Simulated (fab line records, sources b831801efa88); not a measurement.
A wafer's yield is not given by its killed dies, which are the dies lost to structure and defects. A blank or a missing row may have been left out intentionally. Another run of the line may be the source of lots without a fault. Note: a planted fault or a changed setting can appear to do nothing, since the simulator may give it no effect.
Matching of chambers || flow gf180mcu || 3 sister chambers for GF_V4_CVD_00 on hdpcvd-01
The step deposits SiO2, target thk 600 nm, time 100 s. 6 wafers are shown with their chamber, then 8 later ones without.

## WAFERS, EACH WITH ITS CHAMBER
{"wafer": "L303.3", "chamber": 1, "sih4_flow_sccm (sccm)": 59.96}
{"wafer": "L304.4", "chamber": 2, "sih4_flow_sccm (sccm)": 59.89}
{"wafer": "L306.1", "chamber": 2, "sih4_flow_sccm (sccm)": 59.94}
{"wafer": "L306.3", "chamber": 1, "sih4_flow_sccm (sccm)": 60.07}
{"wafer": "L306.5", "chamber": 0, "sih4_flow_sccm (sccm)": 60.12}
{"wafer": "L309.3", "chamber": 0, "sih4_flow_sccm (sccm)": 60.17}

## WAFERS WITHOUT THEIR CHAMBER
{"wafer": "L309.4", "sih4_flow_sccm (sccm)": 59.88}
{"wafer": "L309.6", "sih4_flow_sccm (sccm)": 60.03}
{"wafer": "L313.1", "sih4_flow_sccm (sccm)": 60.07}
{"wafer": "L313.3", "sih4_flow_sccm (sccm)": 60.28}
{"wafer": "L313.4", "sih4_flow_sccm (sccm)": 60.06}
{"wafer": "L318.5", "sih4_flow_sccm (sccm)": 59.99}
{"wafer": "L319.3", "sih4_flow_sccm (sccm)": 60.13}
{"wafer": "L319.4", "sih4_flow_sccm (sccm)": 59.91}

## CHAMBER TAKEN BY EACH
{"wafer": "L309.4", "from the rows above": "can't be placed: 2 or 1", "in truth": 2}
{"wafer": "L309.6", "from the rows above": "can't be placed: 1 or 0 or 2", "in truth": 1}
{"wafer": "L313.1", "from the rows above": "can't be placed: 1 or 0 or 2", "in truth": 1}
{"wafer": "L313.3", "from the rows above": 0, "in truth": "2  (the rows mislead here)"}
{"wafer": "L313.4", "from the rows above": "can't be placed: 1 or 0 or 2", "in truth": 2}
{"wafer": "L318.5", "from the rows above": "can't be placed: 1 or 2", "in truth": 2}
{"wafer": "L319.3", "from the rows above": "can't be placed: 0 or 1", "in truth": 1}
{"wafer": "L319.4", "from the rows above": "can't be placed: 2 or 1", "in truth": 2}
0 of 8 placed correctly. Unplaceable from these rows: 7, with the true chamber sitting among the candidates in 7. 1 placed wrongly.
How it was worked out, from the rows above alone: a wafer's distance from a chamber is the root of the sum, over the readings, of the square of ((its reading less the chamber's mean) divided by the reading's scatter). The wafer belongs to the nearest chamber; if the next one is less than 2 further off, it can't be placed. Each chamber's mean is taken over the wafers shown for it. How the scatter is found: for the shown wafers, subtract from each reading the mean of its chamber, square and add these, divide the total by (wafers less chambers), then take the root.
